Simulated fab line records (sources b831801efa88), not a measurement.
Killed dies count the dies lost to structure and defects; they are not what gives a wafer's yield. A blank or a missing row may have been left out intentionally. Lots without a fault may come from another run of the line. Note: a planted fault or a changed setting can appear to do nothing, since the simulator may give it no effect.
The tool behind it: which one? -- flow gf180mcu -- Sampling: 6 lots, 17 wafers, 2 of 602 route steps

## WHAT THE GAUGES READ, wafer by wafer
GF_VT_IMPLANT_RS_MEAS_48: the measuring method here is four-point-probe.
lot,measured,on,LVPWELL_RS (ohm/sq)
L729,day 8 11:32,filmMetro-03,1191 1194 1194
L731,day 9 04:05,filmMetro-02,1196 1196 1196
L738,day 10 22:32,filmMetro-03,1192 1195 1196
L744,day 12 13:13,filmMetro-01,1201 1118
L746,day 13 01:03,filmMetro-01,1201 1199 1203
L748,day 13 17:25,filmMetro-02,1201 1202 1202

## EACH LOT AND THE TOOL THAT RAN IT (in order: tool; ch and the chambers of the sampled wafers; start)
lot,GF_LVPWELL_IMPLANT_08
L729,"implanter-02 ch 0, day 4 10:42"
L731,"implanter-01 ch 0, day 5 00:48"
L738,"implanter-03 ch 0, day 6 12:52"
L744,"implanter-01 ch 0, day 7 22:08"
L746,"implanter-03 ch 0, day 8 09:49"
L748,"implanter-02 ch 0, day 8 20:29"
- GF_LVPWELL_IMPLANT_08

## THE ANSWER, worked out from the rows above alone
Rule: the usual values come from the lots themselves. The widest of any qualifying gaps counts: lots, ordered by their means at a reading, are off when they make up no more than a third of the lots, leave a main group of 4 or more, and stand apart from it by 3 or more times the standard deviation of that group's means. A main group whose means are all the same, to the digits that the tables above print for the reading, isn't used. A lot without any number at a reading at which 4 lots or more have one is off too. Where the step has rows for the other lots, those lots are counted as sound.
Off: at GF_VT_IMPLANT_RS_MEAS_48 (LVPWELL_RS), L744. Mean 1197 ohm/sq and standard deviation 3.5 in the main group.
A tool fits if, at a process step before that reading, it ran every lot that is off, and no sound lot after the first of them. Those tools and the gauges at GF_VT_IMPLANT_RS_MEAS_48 are tried in the same way. One fits: implanter-01 at GF_LVPWELL_IMPLANT_08. Its last sound lot is L731 (day 5 00:48), its first lot that is off L744 (day 7 22:08): a fault that began between those two fits.

## WHAT THE SIMULATOR HAD INSERTED
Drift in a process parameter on implanter-01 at GF_LVPWELL_IMPLANT_08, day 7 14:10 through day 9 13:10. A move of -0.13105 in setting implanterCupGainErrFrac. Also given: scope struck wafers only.
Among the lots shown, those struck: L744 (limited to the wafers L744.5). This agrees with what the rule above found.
